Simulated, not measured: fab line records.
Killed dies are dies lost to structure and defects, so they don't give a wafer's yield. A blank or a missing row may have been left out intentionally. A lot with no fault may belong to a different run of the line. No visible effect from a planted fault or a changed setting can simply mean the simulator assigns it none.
Check of tool commonality	flow gf180mcu	11 lots, 39 wafers sampled

## WHY IT WAS OPENED
Of 11 lots, 2 have the reading POLY_GATE_CVD_00_THK flagged at GF_POLY_GATE_THK_MEAS_01. Fault-free wafers read 200.8 nm, with a standard deviation of 1.8.
Rule: a lot is flagged when every wafer of it that has a number lies more than 4 standard deviations from that mean, or none has a number. All remaining lots are regarded as sound.

lot	measured	on	POLY_GATE_CVD_00_THK (nm), wafer by wafer	flag
L265	day 8 10:02	film-metro-04	198.6 199.7 200.8	
L268	day 9 04:02	film-metro-01	199.8 201.8 201.5	
L269	day 9 14:52	film-metro-01	200.5 200.3 198.8	
L271	day 10 03:13	film-metro-04	202.3 201.4 201.0	
L272	day 10 08:55	film-metro-04	199.8 200.6 198.8	
L274	day 11 01:17	film-metro-03	199.4 199.8 198.3	
L275	day 11 05:05	film-metro-01	197.6 197.6 197.9	
L277	day 11 19:25	film-metro-03	203.7 201.2 203.8	
L280	day 13 03:13	film-metro-03	147.7 147.1 146.1 147.8 147.1 146.0	FLAGGED
L282	day 13 13:40	film-metro-01	146.2 145.9 146.7 146.2 145.7 146.7	FLAGGED
L288	day 15 00:55	film-metro-01	200.9 199.8 202.4	
The mean of the flagged lots' numbers is 146.6 nm, -54.2 nm from the usual (-30 standard deviations).

## EACH LOT AND THE TOOL IT RAN ON
The record keeps 1 process step preceding the reading, out of 602 steps on the route. Read each cell as the tool, then ch plus the chambers that the sampled wafers visited, then the start.
lot	flag	GF_POLY_GATE_CVD_00
L265		lpcvd-02 ch 0, day 8 08:01
L268		lpcvd-01 ch 0, day 9 02:41
L269		lpcvd-01 ch 0, day 9 13:31
L271		lpcvd-01 ch 1, day 10 01:53
L272		lpcvd-01 ch 0, day 10 07:35
L274		lpcvd-02 ch 1, day 10 23:58
L275		lpcvd-02 ch 0, day 11 03:44
L277		lpcvd-01 ch 0, day 11 18:04
L280	FLAGGED	lpcvd-01 ch 0, day 13 01:53
L282	FLAGGED	lpcvd-01 ch 0, day 13 12:19
L288		lpcvd-02 ch 1, day 14 23:34
These steps, and what they do:
- GF_POLY_GATE_CVD_00: deposits poly-Si, target thk 200 nm, time 1200 s.
- GF_POLY_GATE_THK_MEAS_01

## FLAGGED OVER TOTAL, TOOL BY TOOL (the gauges that took the reading come last)
step	tool	lots run	flagged	share of the flagged lots	sound lots run after its first flagged lot
GF_POLY_GATE_CVD_00	lpcvd-01	7	2	all	0
GF_POLY_GATE_CVD_00	lpcvd-02	4	0	none	-
GF_POLY_GATE_THK_MEAS_01	film-metro-01	5	1	some	1 (L288)
GF_POLY_GATE_THK_MEAS_01	film-metro-03	3	1	some	0
GF_POLY_GATE_THK_MEAS_01	film-metro-04	3	0	none	-

## WHAT THE TABLE PERMITS
In the table, 1 row covers all flagged lots: lpcvd-01 at GF_POLY_GATE_CVD_00.
- lpcvd-01 at GF_POLY_GATE_CVD_00: 2 of its 7 lots flagged. A fault beginning between L277 (day 11 18:04), its last sound lot, and L280 (day 13 01:53), its first flagged one, fits the data. Its own readings lie more than 4 standard deviations out on every wafer of the flagged lots: spike-tc-bottom-C, spike-tc-centre-C, spike-tc-lower-C, spike-tc-top-C, spike-tc-upper-C, susceptor-temp-C.
Left over: one tool, lpcvd-01 at GF_POLY_GATE_CVD_00.

## WHAT THE SIMULATOR HAD INSERTED
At GF_POLY_GATE_CVD_00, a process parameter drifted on lpcvd-01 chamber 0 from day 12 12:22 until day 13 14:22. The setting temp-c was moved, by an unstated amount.
Struck lots among those shown: L280, L282. The rule above reached the same finding.
